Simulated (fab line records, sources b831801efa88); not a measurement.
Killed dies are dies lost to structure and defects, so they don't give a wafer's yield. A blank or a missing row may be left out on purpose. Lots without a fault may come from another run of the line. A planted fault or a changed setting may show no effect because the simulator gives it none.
One fault seen from 2 desks | flow gf180mcu | each desk has only its own numbers; what lay behind them comes last

THE METROLOGY DESK
What the gauges read, lot by lot, whatever tool the lot ran on: means of the sampled wafers that have a number. A lot is out of limits, marked OUT, if its mean lies more than 4 standard deviations from the usual mean; the brackets give that distance.
Columns: A = CONTACT_W_RS at GF_CONTACT_RS_MEAS_25, usual 0.383 ohm/sq; B = CONTACT_W_THK at GF_CONTACT_THK_MEAS_26, usual 303 nm
lot  | first seen here | A     | B
L422 | day 18 02:41    | 0.387 | 298
L423 | day 18 04:35    | 0.385 | 300
L425 | day 19 00:26    | 0.384 | 301
L428 | day 20 07:07    | 0.384 | 302
L434 | day 22 12:15    | 0.381 | 303
L439 | day 23 21:29    | 0.383 | 304
This desk's finding: nothing out of limits on any of the 6 lots.

THE TOOL OWNER'S DESK: pvd_sputter-01
The tool's own readings at GF_M1_SPUTTER_03 (material Ti, target thk 10 nm, time 6.7 s): means of the sampled wafers that have a number, for each lot that ran on this tool. A lot is out of limits, marked OUT, if its mean lies more than 4 standard deviations from the usual mean; the brackets give that distance.
Columns: A = throttle_valve_pct at GF_M1_SPUTTER_03, usual 30.4 %
lot  | first seen here | A
L423 | day 18 05:10    | 29.8
L425 | day 19 01:04    | 31.9
L428 | day 20 07:44    | 32.2
L439 | day 23 22:07    | 30.3
This desk's finding: nothing out of limits on any of the 4 lots.

PUT TOGETHER
The metrology desk saw nothing out of limits.
The tool owner's desk saw nothing out of limits.

WHAT THE SIMULATOR HAD PUT IN
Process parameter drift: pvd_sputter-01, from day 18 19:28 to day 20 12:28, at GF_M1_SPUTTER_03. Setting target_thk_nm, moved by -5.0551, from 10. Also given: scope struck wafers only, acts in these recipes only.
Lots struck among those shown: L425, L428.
